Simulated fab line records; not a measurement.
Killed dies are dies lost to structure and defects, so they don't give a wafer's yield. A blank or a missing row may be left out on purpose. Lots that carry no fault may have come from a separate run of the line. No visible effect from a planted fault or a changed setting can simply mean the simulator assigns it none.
Which tool did it? || flow gf180mcu || 11 lots with 33 wafers sampled at 6 steps, on a route of 602 steps

== WHAT THE GAUGES SHOWED, per wafer ==
GF_STI_CD_MEAS_12: target cd 220 nm.
{"lot": "L972", "measured": "day 2 11:23", "on": "cd-sem-01", "cd-nm (nm)": "217.6 218.0 217.6"}
{"lot": "L973", "measured": "day 2 16:49", "on": "cd-sem-01", "cd-nm (nm)": "220.1 219.3 219.9"}
{"lot": "L974", "measured": "day 2 21:31", "on": "cd-sem-02", "cd-nm (nm)": "220.9 221.0 219.5"}
{"lot": "L975", "measured": "day 3 03:05", "on": "cd-sem-01", "cd-nm (nm)": "222.5 222.1 222.2"}
{"lot": "L976", "measured": "day 3 08:02", "on": "cd-sem-02", "cd-nm (nm)": "219.1 219.5 221.1"}
{"lot": "L978", "measured": "day 3 18:32", "on": "cd-sem-02", "cd-nm (nm)": "219.6 219.1 220.1"}
{"lot": "L989", "measured": "day 6 02:14", "on": "cd-sem-02", "cd-nm (nm)": "220.1 220.1 220.8"}
{"lot": "L990", "measured": "day 6 07:59", "on": "cd-sem-01", "cd-nm (nm)": "221.0 220.4 220.3"}
{"lot": "L991", "measured": "day 6 14:01", "on": "cd-sem-02", "cd-nm (nm)": "218.7 219.3 218.4"}
{"lot": "L992", "measured": "day 6 20:34", "on": "cd-sem-02", "cd-nm (nm)": "219.2 218.1 217.7"}
{"lot": "L993", "measured": "day 7 00:46", "on": "cd-sem-01", "cd-nm (nm)": "220.7 222.3 220.5"}

GF_MVSD_TW_MEAS_11.
{"lot": "L972", "measured": "day 4 21:50", "on": "film-metro-04", "MVSD_TW": "1579 1588 1587"}
{"lot": "L973", "measured": "day 5 05:28", "on": "film-metro-03", "MVSD_TW": "1582 1581 1570"}
{"lot": "L974", "measured": "day 5 09:14", "on": "film-metro-04", "MVSD_TW": "1592 1597 1589"}
{"lot": "L975", "measured": "day 5 15:05", "on": "film-metro-04", "MVSD_TW": "1609 1601 1605"}
{"lot": "L976", "measured": "day 5 21:19", "on": "film-metro-02", "MVSD_TW": "1575 1578 1572"}
{"lot": "L978", "measured": "day 6 08:40", "on": "film-metro-03", "MVSD_TW": "1599 1597 1583"}
{"lot": "L989", "measured": "day 8 23:47", "on": "film-metro-02", "MVSD_TW": "1547 1542 1534"}
{"lot": "L990", "measured": "day 9 06:17", "on": "film-metro-04", "MVSD_TW": "1556 1557 1560"}
{"lot": "L991", "measured": "day 9 12:35", "on": "film-metro-02", "MVSD_TW": "1556 1556 1555"}
{"lot": "L992", "measured": "day 9 19:40", "on": "film-metro-04", "MVSD_TW": "1597 1589 1597"}
{"lot": "L993", "measured": "day 10 01:27", "on": "film-metro-03", "MVSD_TW": "1573 1583 1574"}

GF_VT_IMPLANT_RS_MEAS_46: uses a four-point probe to measure.
{"lot": "L972", "measured": "day 8 00:50", "on": "film-metro-03", "MVSD_RS (ohm/sq)": "457.1 457.6 457.5"}
{"lot": "L973", "measured": "day 8 14:05", "on": "film-metro-02", "MVSD_RS (ohm/sq)": "459.1 458.4 458.7"}
{"lot": "L974", "measured": "day 8 15:08", "on": "film-metro-02", "MVSD_RS (ohm/sq)": "457.2 458.5 456.2"}
{"lot": "L975", "measured": "day 8 21:06", "on": "film-metro-02", "MVSD_RS (ohm/sq)": "454.8 454.1 455.1"}
{"lot": "L976", "measured": "day 9 04:23", "on": "film-metro-04", "MVSD_RS (ohm/sq)": "456.3 456.0 455.6"}
{"lot": "L978", "measured": "day 9 16:33", "on": "film-metro-04", "MVSD_RS (ohm/sq)": "454.3 454.2 455.2"}
{"lot": "L989", "measured": "day 12 19:38", "on": "film-metro-03", "MVSD_RS (ohm/sq)": "473.5 475.3 475.8"}
{"lot": "L990", "measured": "day 13 04:16", "on": "film-metro-02", "MVSD_RS (ohm/sq)": "476.7 476.4 478.2"}
{"lot": "L991", "measured": "day 13 11:49", "on": "film-metro-02", "MVSD_RS (ohm/sq)": "456.9 457.7 457.9"}
{"lot": "L992", "measured": "day 13 19:49", "on": "film-metro-02", "MVSD_RS (ohm/sq)": "456.4 455.3 455.7"}
{"lot": "L993", "measured": "day 14 03:02", "on": "film-metro-03", "MVSD_RS (ohm/sq)": "457.6 456.3 457.0"}

== WHAT TOOL EACH LOT RAN ON (gives the tool, then ch and the chambers of the sampled wafers, and finally the start) ==
{"lot": "L972", "GF_NWELL_STRIP_10": "plasma-asher-03 ch 0,1, day 3 17:22", "GF_MVSD_IMPLANT_08": "implanter-01 ch 0, day 4 21:26", "GF_VT_IMPLANT_STRIP_09": "plasma-asher-03 ch 0,1, day 6 02:04"}
{"lot": "L973", "GF_NWELL_STRIP_10": "plasma-asher-02 ch 0,1, day 4 00:40", "GF_MVSD_IMPLANT_08": "implanter-04 ch 0, day 5 05:04", "GF_VT_IMPLANT_STRIP_09": "plasma-asher-02 ch 0,1, day 6 12:58"}
{"lot": "L974", "GF_NWELL_STRIP_10": "plasma-asher-01 ch 1, day 4 04:46", "GF_MVSD_IMPLANT_08": "implanter-04 ch 0, day 5 08:50", "GF_VT_IMPLANT_STRIP_09": "plasma-asher-01 ch 0,1, day 6 14:33"}
{"lot": "L975", "GF_NWELL_STRIP_10": "plasma-asher-02 ch 0,1, day 4 10:12", "GF_MVSD_IMPLANT_08": "implanter-04 ch 0, day 5 14:43", "GF_VT_IMPLANT_STRIP_09": "plasma-asher-03 ch 0,1, day 6 19:46"}
{"lot": "L976", "GF_NWELL_STRIP_10": "plasma-asher-02 ch 0,1, day 4 15:52", "GF_MVSD_IMPLANT_08": "implanter-01 ch 0, day 5 20:55", "GF_VT_IMPLANT_STRIP_09": "plasma-asher-03 ch 0,1, day 7 03:07"}
{"lot": "L978", "GF_NWELL_STRIP_10": "plasma-asher-02 ch 0,1, day 5 03:16", "GF_MVSD_IMPLANT_08": "implanter-03 ch 0, day 6 08:17", "GF_VT_IMPLANT_STRIP_09": "plasma-asher-02 ch 0, day 7 14:55"}
{"lot": "L989", "GF_NWELL_STRIP_10": "plasma-asher-03 ch 0,1, day 7 14:46", "GF_MVSD_IMPLANT_08": "implanter-04 ch 0, day 8 23:24", "GF_VT_IMPLANT_STRIP_09": "plasma-asher-03 ch 0,1, day 10 10:40"}
{"lot": "L990", "GF_NWELL_STRIP_10": "plasma-asher-01 ch 0,1, day 7 20:52", "GF_MVSD_IMPLANT_08": "implanter-04 ch 0, day 9 05:53", "GF_VT_IMPLANT_STRIP_09": "plasma-asher-03 ch 0,1, day 10 18:01"}
{"lot": "L991", "GF_NWELL_STRIP_10": "plasma-asher-02 ch 0,1, day 8 03:08", "GF_MVSD_IMPLANT_08": "implanter-03 ch 0, day 9 12:11", "GF_VT_IMPLANT_STRIP_09": "plasma-asher-01 ch 0,1, day 11 00:46"}
{"lot": "L992", "GF_NWELL_STRIP_10": "plasma-asher-02 ch 0,1, day 8 09:28", "GF_MVSD_IMPLANT_08": "implanter-01 ch 0, day 9 19:16", "GF_VT_IMPLANT_STRIP_09": "plasma-asher-02 ch 0,1, day 11 08:16"}
{"lot": "L993", "GF_NWELL_STRIP_10": "plasma-asher-01 ch 0,1, day 8 15:37", "GF_MVSD_IMPLANT_08": "implanter-03 ch 0, day 10 01:04", "GF_VT_IMPLANT_STRIP_09": "plasma-asher-03 ch 0,1, day 11 14:40"}
- GF_NWELL_STRIP_10: strips in O2/N2.
- GF_MVSD_IMPLANT_08
- GF_VT_IMPLANT_STRIP_09: strips in O2/N2.

== WHAT THE TOOLS THEMSELVES READ (means of the sampled wafers that have a number; where no wafer has one, the mark that the record gives instead) ==
GF_NWELL_STRIP_10.
{"lot": "L972", "tool": "plasma-asher-03", "drypump-motor-current-A (A)": 5.7, "heater-power-w (W)": 337, "oes-product-au (a.u.)": 0.717, "strip-time-to-endpoint-s (s)": 37.06}
{"lot": "L973", "tool": "plasma-asher-02", "drypump-motor-current-A (A)": 5.8, "heater-power-w (W)": 310, "oes-product-au (a.u.)": 0.720, "strip-time-to-endpoint-s (s)": 36.91}
{"lot": "L974", "tool": "plasma-asher-01", "drypump-motor-current-A (A)": 5.1, "heater-power-w (W)": 359, "oes-product-au (a.u.)": 0.726, "strip-time-to-endpoint-s (s)": 36.97}
{"lot": "L975", "tool": "plasma-asher-02", "drypump-motor-current-A (A)": 5.6, "heater-power-w (W)": 312, "oes-product-au (a.u.)": 0.720, "strip-time-to-endpoint-s (s)": 36.87}
{"lot": "L976", "tool": "plasma-asher-02", "drypump-motor-current-A (A)": 5.6, "heater-power-w (W)": 317, "oes-product-au (a.u.)": 0.724, "strip-time-to-endpoint-s (s)": 36.91}
{"lot": "L978", "tool": "plasma-asher-02", "drypump-motor-current-A (A)": 5.6, "heater-power-w (W)": 308, "oes-product-au (a.u.)": 0.719, "strip-time-to-endpoint-s (s)": 36.92}
{"lot": "L989", "tool": "plasma-asher-03", "drypump-motor-current-A (A)": 5.7, "heater-power-w (W)": 330, "oes-product-au (a.u.)": 0.721, "strip-time-to-endpoint-s (s)": 36.94}
{"lot": "L990", "tool": "plasma-asher-01", "drypump-motor-current-A (A)": 5.1, "heater-power-w (W)": 355, "oes-product-au (a.u.)": 0.718, "strip-time-to-endpoint-s (s)": 36.89}
{"lot": "L991", "tool": "plasma-asher-02", "drypump-motor-current-A (A)": 5.8, "heater-power-w (W)": 316, "oes-product-au (a.u.)": 0.727, "strip-time-to-endpoint-s (s)": 37.05}
{"lot": "L992", "tool": "plasma-asher-02", "drypump-motor-current-A (A)": 5.8, "heater-power-w (W)": 316, "oes-product-au (a.u.)": 0.718, "strip-time-to-endpoint-s (s)": 36.87}
{"lot": "L993", "tool": "plasma-asher-01", "drypump-motor-current-A (A)": 5.2, "heater-power-w (W)": 353, "oes-product-au (a.u.)": 0.722, "strip-time-to-endpoint-s (s)": 36.92}

GF_MVSD_IMPLANT_08.
{"lot": "L972", "tool": "implanter-01", "beam-on-s (s)": 10.08, "dose-ions-cm2": 1.6e+13, "faraday-current-uA": 89.6, "tilt-deg (degrees)": 0.018}
{"lot": "L973", "tool": "implanter-04", "beam-on-s (s)": 9.90, "dose-ions-cm2": 1.6e+13, "faraday-current-uA": 91.4, "tilt-deg (degrees)": 0.028}
{"lot": "L974", "tool": "implanter-04", "beam-on-s (s)": 9.97, "dose-ions-cm2": 1.6e+13, "faraday-current-uA": 90.5, "tilt-deg (degrees)": -0.030}
{"lot": "L975", "tool": "implanter-04", "beam-on-s (s)": 9.96, "dose-ions-cm2": 1.6e+13, "faraday-current-uA": 90.8, "tilt-deg (degrees)": -0.019}
{"lot": "L976", "tool": "implanter-01", "beam-on-s (s)": 9.99, "dose-ions-cm2": 1.6e+13, "faraday-current-uA": 90.4, "tilt-deg (degrees)": 0.008}
{"lot": "L978", "tool": "implanter-03", "beam-on-s (s)": 10.00, "dose-ions-cm2": 1.6e+13, "faraday-current-uA": 90.0, "tilt-deg (degrees)": 0.017}
{"lot": "L989", "tool": "implanter-04", "beam-on-s (s)": 9.92, "dose-ions-cm2": 1.5e+13, "faraday-current-uA": 83.2, "tilt-deg (degrees)": 0.004}
{"lot": "L990", "tool": "implanter-04", "beam-on-s (s)": 10.24, "dose-ions-cm2": 1.5e+13, "faraday-current-uA": 81.0, "tilt-deg (degrees)": -0.012}
{"lot": "L991", "tool": "implanter-03", "beam-on-s (s)": 10.19, "dose-ions-cm2": 1.6e+13, "faraday-current-uA": 88.5, "tilt-deg (degrees)": 0.002}
{"lot": "L992", "tool": "implanter-01", "beam-on-s (s)": 10.08, "dose-ions-cm2": 1.6e+13, "faraday-current-uA": 89.4, "tilt-deg (degrees)": -0.004}
{"lot": "L993", "tool": "implanter-03", "beam-on-s (s)": 9.82, "dose-ions-cm2": 1.6e+13, "faraday-current-uA": 92.2, "tilt-deg (degrees)": -0.002}

GF_VT_IMPLANT_STRIP_09.
{"lot": "L972", "tool": "plasma-asher-03", "drypump-motor-current-A (A)": 5.7, "heater-power-w (W)": 335, "oes-product-au (a.u.)": 0.716, "strip-time-to-endpoint-s (s)": 12.65}
{"lot": "L973", "tool": "plasma-asher-02", "drypump-motor-current-A (A)": 5.7, "heater-power-w (W)": 318, "oes-product-au (a.u.)": 0.719, "strip-time-to-endpoint-s (s)": 12.62}
{"lot": "L974", "tool": "plasma-asher-01", "drypump-motor-current-A (A)": 5.2, "heater-power-w (W)": 353, "oes-product-au (a.u.)": 0.715, "strip-time-to-endpoint-s (s)": 12.70}
{"lot": "L975", "tool": "plasma-asher-03", "drypump-motor-current-A (A)": 5.7, "heater-power-w (W)": 330, "oes-product-au (a.u.)": 0.711, "strip-time-to-endpoint-s (s)": 12.67}
{"lot": "L976", "tool": "plasma-asher-03", "drypump-motor-current-A (A)": 5.7, "heater-power-w (W)": 328, "oes-product-au (a.u.)": 0.710, "strip-time-to-endpoint-s (s)": 12.67}
{"lot": "L978", "tool": "plasma-asher-02", "drypump-motor-current-A (A)": 5.4, "heater-power-w (W)": 319, "oes-product-au (a.u.)": 0.714, "strip-time-to-endpoint-s (s)": 12.69}
{"lot": "L989", "tool": "plasma-asher-03", "drypump-motor-current-A (A)": 5.9, "heater-power-w (W)": 328, "oes-product-au (a.u.)": 0.716, "strip-time-to-endpoint-s (s)": 12.60}
{"lot": "L990", "tool": "plasma-asher-03", "drypump-motor-current-A (A)": 5.7, "heater-power-w (W)": 337, "oes-product-au (a.u.)": 0.716, "strip-time-to-endpoint-s (s)": 12.70}
{"lot": "L991", "tool": "plasma-asher-01", "drypump-motor-current-A (A)": 5.1, "heater-power-w (W)": 356, "oes-product-au (a.u.)": 0.719, "strip-time-to-endpoint-s (s)": 12.60}
{"lot": "L992", "tool": "plasma-asher-02", "drypump-motor-current-A (A)": 5.8, "heater-power-w (W)": 321, "oes-product-au (a.u.)": 0.714, "strip-time-to-endpoint-s (s)": 12.59}
{"lot": "L993", "tool": "plasma-asher-03", "drypump-motor-current-A (A)": 5.9, "heater-power-w (W)": 331, "oes-product-au (a.u.)": 0.716, "strip-time-to-endpoint-s (s)": 12.67}

== THE ANSWER, worked out from the rows above alone ==
Rule: the usual values come from the lots themselves. The widest of any qualifying gaps counts: lots, ordered by their means at a reading, are off when they make up no more than a third of the lots, leave a main group of 4 or more, and stand apart from it by 3 or more times the standard deviation of that group's means. A main group is skipped when, at the precision printed for the reading in the tables above, its means are all equal. A lot without any number at a reading at which 4 lots or more have one is off too. Any other lot the step has rows for is counted as sound. Order of review: gauges by route order, followed by the tools' own readings, for which a lot's mean as printed above is used. At the first step where some lot is off, the reading lying furthest off is the one used; lots without a number count as furthest.
Off: L989, L990, seen at GF_VT_IMPLANT_RS_MEAS_46 (MVSD_RS). Main group: mean 456.5 ohm/sq, sd 1.3.
If a tool, at a process step before that reading, ran all the lots that are off and no sound lot after the first of them, it fits. Not tried: the gauges at GF_VT_IMPLANT_RS_MEAS_46; whatever is off there is also off at GF_MVSD_IMPLANT_08, on other tools, and gauge error can't account for it. One candidate fits, namely implanter-04 at GF_MVSD_IMPLANT_08. A fault onset in the window from L975 (day 5 14:43, its last sound lot) to L989 (day 8 23:24, its first lot off) fits.
The tool's own readings at GF_MVSD_IMPLANT_08 bear it out: on the lots that are off they differ by more than 5 times the standard deviation of the sound lots' means. dose-ions-cm2 reads 1.5e+13 there against 1.6e+13 on the sound lots; faraday-current-uA reads 82.1 there against 90.3 on the sound lots.

== WHAT THE SIMULATOR PUT IN ==
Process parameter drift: implanter-04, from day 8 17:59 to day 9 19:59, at GF_MVSD_IMPLANT_08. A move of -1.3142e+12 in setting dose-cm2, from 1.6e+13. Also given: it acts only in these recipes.
Struck lots among those shown: L989, L990. The rule above reached the same finding.
